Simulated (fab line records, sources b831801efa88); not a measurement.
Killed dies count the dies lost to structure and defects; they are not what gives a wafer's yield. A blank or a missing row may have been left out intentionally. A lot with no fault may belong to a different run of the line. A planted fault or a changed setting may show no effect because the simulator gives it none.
Which tool did it? ; flow sky130 ; 11 lots, 33 wafers sampled, at 3 steps of a route of 708

WHAT THE GAUGES READ, wafer by wafer
SKY_VIA3_THK_MEAS_23: measures by xrf.
lot;measured;on;VIA3_W_THK (nm)
L544;day 40 08:58;filmMetro-04;375 375 381
L545;day 40 15:53;filmMetro-04;376 374 376
L550;day 42 05:01;filmMetro-02;375 381 384
L552;day 43 12:51;filmMetro-02;373 384 385
L554;day 43 17:26;filmMetro-04;370 382 382
L556;day 44 00:24;filmMetro-01;377 374 382
L558;day 44 12:25;filmMetro-01;384 386 382
L559;day 44 16:58;filmMetro-04;382 382 382
L560;day 44 21:09;filmMetro-01;381 391 386
L564;day 45 22:38;filmMetro-04;382 384 389
L566;day 46 07:13;filmMetro-04;383 386 385

WHICH TOOL RAN EACH LOT (tool, then ch and the chambers of the sampled wafers, then the start)
lot;SKY_CAPM_CLEAN_17;SKY_VIA3_ETCH_14
L544;wetBench-03 ch 1, day 38 03:41;rieDiel-02 ch 1,2,3, day 40 07:57
L545;wetBench-02 ch 2, day 38 10:13;rieDiel-03 ch 0,2,3, day 40 14:53
L550;wetBench-03 ch 3, day 40 00:41;rieDiel-02 ch 0,2,3, day 42 03:59
L552;wetBench-02 ch 2, day 41 10:06;rieDiel-03 ch 0,1,2, day 43 11:52
L554;wetBench-04 ch 0, day 41 15:13;rieDiel-01 ch 1,2,3, day 43 16:26
L556;wetBench-03 ch 2, day 41 21:53;rieDiel-01 ch 0,2,3, day 43 23:25
L558;wetBench-04 ch 2, day 42 10:57;rieDiel-02 ch 0,3, day 44 11:25
L559;wetBench-04 ch 2, day 42 15:23;rieDiel-02 ch 0,1, day 44 15:57
L560;wetBench-03 ch 1, day 42 20:19;rieDiel-01 ch 0,1,2, day 44 20:08
L564;wetBench-03 ch 0, day 43 23:55;rieDiel-01 ch 0,1,3, day 45 21:38
L566;wetBench-03 ch 1, day 44 08:28;rieDiel-02 ch 1,2, day 46 06:13
- SKY_CAPM_CLEAN_17: cleans in O3/DIW.
- SKY_VIA3_ETCH_14: etches BARC in N2/H2, stops on SiO2, time 45.9 s, target depth 60 nm.

AS READ BY THE TOOLS THEMSELVES (means over the sampled wafers that have a number; for cases with no such wafer, the mark the record gives instead)
SKY_VIA3_ETCH_14.
lot;tool;biasW (W);drypumpMotorCurrentA (A);oesProductAu (a.u.);throttleValvePct (%)
L544;rieDiel-02;99.73;5.5;0.853;13.230
L545;rieDiel-03;99.96;5.9;0.857;13.222
L550;rieDiel-02;100.32;5.5;0.854;13.230
L552;rieDiel-03;99.85;6.1;0.847;13.223
L554;rieDiel-01;100.21;6.1;0.852;13.223
L556;rieDiel-01;100.03;6.3;0.852;13.226
L558;rieDiel-02;99.78;5.2;0.850;13.227
L559;rieDiel-02;99.99;5.0;0.852;13.229
L560;rieDiel-01;100.04;6.3;0.860;13.228
L564;rieDiel-01;100.12;6.1;0.854;13.232
L566;rieDiel-02;100.27;5.8;0.850;13.227

THE ANSWER, worked out from the rows above alone
Rule: the lots themselves supply what counts as usual. Put in order of their means at a reading, lots are off if they are a third of the lots or fewer, leave a main group of 4 or more, and stand apart from it by a gap of 3 or more times the standard deviation of the main group's means; of several such gaps the widest counts. Not used: any main group whose means are identical at the precision the tables above print for the reading. Also off: a lot with no number at a reading for which 4 or more lots have one. Any other lot the step has rows for is counted as sound. First the gauges in route order, then the tools' own readings, where a lot's mean is used as printed above. The first step at which some lot is off is used, and at that step the reading that is off furthest; a lot without a number counts as furthest.
No lot is off at any reading shown: from this, nothing can be told.

WHAT HAD BEEN PUT IN BY THE SIMULATOR
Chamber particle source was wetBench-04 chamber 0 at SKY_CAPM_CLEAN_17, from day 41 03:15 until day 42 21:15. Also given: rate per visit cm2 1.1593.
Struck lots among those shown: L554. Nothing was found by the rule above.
